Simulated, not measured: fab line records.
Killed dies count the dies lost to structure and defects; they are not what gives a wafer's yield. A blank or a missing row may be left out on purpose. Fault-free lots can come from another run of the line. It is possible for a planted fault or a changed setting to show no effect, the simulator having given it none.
Which tool did it? ; flow gf180mcu ; 11 lots with 33 wafers sampled at 4 steps, on a route of 602 steps

## WHAT THE GAUGES READ, wafer by wafer
GF_M1_CD_MEAS_14: the cd target is 230 nm. Usual: cd nm 230.0 nm, standard deviation 1.3.
lot;measured;on;cd nm (nm);flag
L848;day 17 03:24;cd sem-02;229.8 229.4 229.2;
L850;day 17 19:44;cd sem-01;230.3 231.2 230.9;
L851;day 17 22:18;cd sem-02;231.6 231.4 231.4;
L854;day 19 02:08;cd sem-02;229.2 229.3 229.8;
L855;day 19 15:04;cd sem-02;229.3 229.1 228.6;
L860;day 21 10:44;cd sem-01;229.7 229.3 230.1;
L862;day 22 08:25;cd sem-02;229.7 228.6 231.0;
L863;day 22 20:20;cd sem-02;231.0 230.8 231.0;
L864;day 23 00:43;cd sem-01;213.4 213.9 213.5 213.5 214.0 213.2;OFF
L865;day 23 17:17;cd sem-02;217.0 217.5 218.4 216.9 217.5 217.7;OFF
L867;day 24 09:38;cd sem-02;229.9 229.8 229.7;

## WHICH TOOL RAN EACH LOT (tool, then ch and the chambers of the sampled wafers, then the start)
lot;GF_CONTACT_ETCH_17;GF_CONTACT_SPUTTER_23;GF_M1_PEB_12
L848;rie diel-02 ch 0,1,3, day 16 03:07 or earlier;pvd sputter-02, day 16 03:07;litho track-03 ch 0, day 17 03:04
L850;rie diel-02 ch 0,1, day 16 19:22 or earlier;pvd sputter-04, day 16 19:22;litho track-02 ch 0, day 17 19:23
L851;rie diel-03 ch 0,2, day 16 22:50 or earlier;pvd sputter-03, day 16 22:50;litho track-03 ch 0, day 17 21:58
L854;rie diel-03 ch 0,3, day 18 01:02 or earlier;pvd sputter-03, day 18 01:02;litho track-01 ch 0, day 19 01:48
L855;rie diel-03 ch 2,3, day 18 13:54 or earlier;pvd sputter-02, day 18 13:54;litho track-01 ch 0, day 19 14:43
L860;rie diel-03 ch 1,2,3, day 20 10:05 or earlier;pvd sputter-02, day 20 10:05;litho track-03 ch 0, day 21 10:23
L862;rie diel-03 ch 0,3, day 21 08:10 or earlier;pvd sputter-03, day 21 08:10;litho track-01 ch 0, day 22 08:04
L863;rie diel-02 ch 0,1,2, day 21 20:41 or earlier;pvd sputter-04, day 21 20:41;litho track-01 ch 0, day 22 19:58
L864;rie diel-03 ch 0,1,3, day 22 01:14 or earlier;pvd sputter-02, day 22 01:14;litho track-03 ch 0, day 23 00:24
L865;rie diel-02 ch 1,2, day 22 17:59 or earlier;pvd sputter-04, day 22 17:59;litho track-03 ch 0, day 23 16:56
L867;rie diel-03 ch 0,1,3, day 23 10:59 or earlier;pvd sputter-04, day 23 10:59;litho track-02 ch 0, day 24 09:17
- GF_CONTACT_ETCH_17: etches SiO2 in C4F8/O2/Ar, stops on CoSi2, target depth 860 nm.
- GF_CONTACT_SPUTTER_23: material TiN, target thk 10 nm, time 40 s.
- GF_M1_PEB_12: peb time 90 s.

## AS READ BY THE TOOLS THEMSELVES (means over the sampled wafers that have a number; for cases with no such wafer, the mark the record gives instead)
GF_CONTACT_ETCH_17. Usual: chamber pressure mTorr 40.00 mTorr, standard deviation 0.043; oes product au 0.813 a.u., standard deviation 0.0052; rf fwd power W 1494 W, standard deviation 4.8.
lot;tool;chamber pressure mTorr (mTorr);oes product au (a.u.);rf fwd power W (W);flag
L848;rie diel-02;39.98;0.811;1495;
L850;rie diel-02;40.02;0.821;1494;
L851;rie diel-03;40.04;0.815;1494;
L854;rie diel-03;40.06;0.811;1495;
L855;rie diel-03;39.95;0.809;1495;
L860;rie diel-03;39.97;0.815;1493;
L862;rie diel-03;40.02;0.814;1493;
L863;rie diel-02;39.97;0.817;1496;
L864;rie diel-03;39.99;0.812;1490;
L865;rie diel-02;40.01;0.822;1492;
L867;rie diel-03;40.00;0.813;1493;

GF_CONTACT_SPUTTER_23. Usual: throttle valve pct 29.8 %, standard deviation 1.1.
lot;tool;throttle valve pct (%);flag
L848;pvd sputter-02;29.6;
L850;pvd sputter-04;30.0;
L851;pvd sputter-03;30.9;
L854;pvd sputter-03;29.7;
L855;pvd sputter-02;29.9;
L860;pvd sputter-02;30.4;
L862;pvd sputter-03;29.3;
L863;pvd sputter-04;30.4;
L864;pvd sputter-02;29.9;
L865;pvd sputter-04;29.8;
L867;pvd sputter-04;30.2;

GF_M1_PEB_12. Usual: heater power total W 85.70 W, standard deviation 0.084; plate temp C 134.97 C, standard deviation 0.14.
lot;tool;heater power total W (W);plate temp C (C);flag
L848;litho track-03;85.68;134.85;
L850;litho track-02;85.66;135.02;
L851;litho track-03;85.66;135.00;
L854;litho track-01;85.66;134.75;
L855;litho track-01;85.73;134.89;
L860;litho track-03;85.66;135.03;
L862;litho track-01;85.70;134.95;
L863;litho track-01;85.72;135.09;
L864;litho track-03;92.05;142.63;OFF
L865;litho track-03;92.26;142.74;OFF
L867;litho track-02;85.64;135.03;

## THE ANSWER, worked out from the rows above alone
Rule: lot off if the mean of its wafers having a number is beyond 3 standard deviations from the usual mean. A lot without any number at a reading at which 4 lots or more have one is off too. Where the step has rows for the other lots, those lots are counted as sound. First the gauges in route order, then the tools' own readings, where a lot's mean is used as printed above. At the first step where some lot is off, the reading lying furthest off is the one used; lots without a number count as furthest.
Off at GF_M1_CD_MEAS_14 (cd nm): L864, L865.
A tool fits if, at a process step before that reading, it ran every lot that is off, and no sound lot after the first of them. The gauges at GF_M1_CD_MEAS_14 aren't tried: what is off there is off at GF_M1_PEB_12 too, on other tools, and a gauge's error can't cause that. Because GF_CONTACT_ETCH_17 lacks a start for some lots, the hours and order of its lots are taken from GF_CONTACT_SPUTTER_23. One fits: GF_M1_PEB_12 on litho track-03. A fault onset in the window from L860 (day 21 10:23, its last sound lot) to L864 (day 23 00:24, its first lot off) fits.
The tool's own readings at GF_M1_PEB_12 bear it out: on the lots that are off they differ by more than 5 times the standard deviation of the sound lots' means. heater power total W reads 92.16 W there against 85.68 W on the sound lots; plate temp C reads 142.69 C there against 134.96 C on the sound lots.

## WHAT THE SIMULATOR HAD PUT IN
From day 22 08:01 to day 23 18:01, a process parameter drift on litho track-03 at GF_M1_PEB_12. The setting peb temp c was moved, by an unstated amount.
Lots struck among those shown: L864, L865. This agrees with what the rule above found.
